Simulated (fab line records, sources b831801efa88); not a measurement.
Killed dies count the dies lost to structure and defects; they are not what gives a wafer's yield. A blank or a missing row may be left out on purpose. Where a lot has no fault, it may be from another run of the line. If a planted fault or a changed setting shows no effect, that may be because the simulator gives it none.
Split-lot trial ; flow gf180mcu ; 23 wafers read across 5 lots, on a route 602 steps long

== THE SPLIT ==
At GF_V3_CVD_00 (deposits SiO2, target thk 600 nm, time 100 s), the setting sih4_flow_sccm was moved away from the recipe's 60 sccm on 7 of the 23 wafers read, by -9.4% to +9.3%. All remaining wafers had this setting at the recipe value.

No step appears in the file between the split and the reading.

== THE READING ==
V3_CVD_00_THK at GF_V3_THK_MEAS_01, in nm. Typical for fault-free wafers on this fab line: 595 nm, with standard deviation 6.2 nm.

wafer;tool, chamber at the split;sih4_flow_sccm as run, sccm;against the recipe;V3_CVD_00_THK, nm;against lot-mates on the recipe
L074.1;hdpcvd-02, 1;62.8;+4.7%;626;+30
L074.2;hdpcvd-02, 2;60;recipe;593;-
L074.3;hdpcvd-02, 0;62.8;+4.7%;626;+30
L074.4;hdpcvd-02, 0;62.8;+4.7%;625;+30
L074.6;hdpcvd-02, 1;60;recipe;598;-
L076.1;hdpcvd-01, 2;60;recipe;592;-
L076.2;hdpcvd-01, 0;60;recipe;606;-
L076.4;hdpcvd-01, 2;54.34;-9.4%;531;-68
L076.5;hdpcvd-01, 0;60;recipe;598;-
L076.6;hdpcvd-01, 1;54.34;-9.4%;537;-62
L077.1;hdpcvd-01, 1;60;recipe;605;-
L077.5;hdpcvd-01, 2;60;recipe;591;-
L077.6;hdpcvd-01, 0;60;recipe;598;-
L078.1;hdpcvd-01, 1;60;recipe;585;-
L078.2;hdpcvd-01, 0;60;recipe;600;-
L078.4;hdpcvd-01, 2;60;recipe;590;-
L078.5;hdpcvd-01, 1;60;recipe;588;-
L078.6;hdpcvd-01, 0;60;recipe;587;-
L080.2;hdpcvd-02, 2;65.55;+9.3%;655;+58
L080.3;hdpcvd-02, 0;60;recipe;591;-
L080.4;hdpcvd-02, 0;60;recipe;604;-
L080.5;hdpcvd-02, 1;60;recipe;597;-
L080.6;hdpcvd-02, 2;65.55;+9.3%;658;+61

FIT RESULTS
A straight line over all 23 wafers: V3_CVD_00_THK changes by +6.55 nm for each +1% of sih4_flow_sccm; r = +0.98; the points scatter about the line by 5.6 nm.
The same after taking each lot's own level away (the mean of its wafers on the recipe; 23 wafers): +6.62 nm for each +1%; r = +0.99; scatter 4.7 nm.
That fit puts the effect of the largest move of sih4_flow_sccm on the reading at 62 nm.
The lots' own levels span 590.0 to 598.7 nm, that is 1.4 times the standard deviation above.
Hence the lot-to-lot level has little effect on the slope; both slopes agree.
Check: with one of the wafers moved furthest among these (-9.4%) left out of the fit, the line predicts -61 nm for it against its lot-mates. It came out at -67.7 nm against them.

== OTHER SPLITS ON THESE WAFERS ==
Note: prior to the reading, these wafers also went through further splits. Each is held against what the fit with the lots' levels taken away leaves over:
other split on the same wafers;wafers away from the commonest value;r with V3_CVD_00_THK (lot level and that fit taken away)
GF_M2_SPUTTER_00 power_w;9;+0.06
GF_M2_EXPOSE_11 dose_mj;7;-0.03
GF_M2_METAL_ETCH_16 bias_w;5;+0.15
GF_V2_COAT_09 resist_thk_nm;7;-0.03
GF_V2_PEB_12 peb_time_s;5;-0.13
GF_V2_SPUTTER_21 power_w;8;-0.04
GF_M3_SPUTTER_02 time_s;4;-0.19
GF_M3_COAT_09 resist_thk_nm;9;+0.18

== THE WHOLE CHAIN: every reading that the file lists as answering this split, in the file's order ==
step;what it does;reading;change (the file's fit);r (the file's)
GF_V3_CVD_00;deposits SiO2, target thk 600 nm, time 100 s;SiO2_of_V3_CVD_00.thk_nm (the simulator's own value, which no gauge read);+6.61 nm for each +1% of the setting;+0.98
GF_V3_THK_MEAS_01;;V3_CVD_00_THK;+6.62 for each +1% of the setting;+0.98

== FILE'S OWN FIT ==
V3_CVD_00_THK changes by +6.62 nm for each +1% of sih4_flow_sccm, r = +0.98.
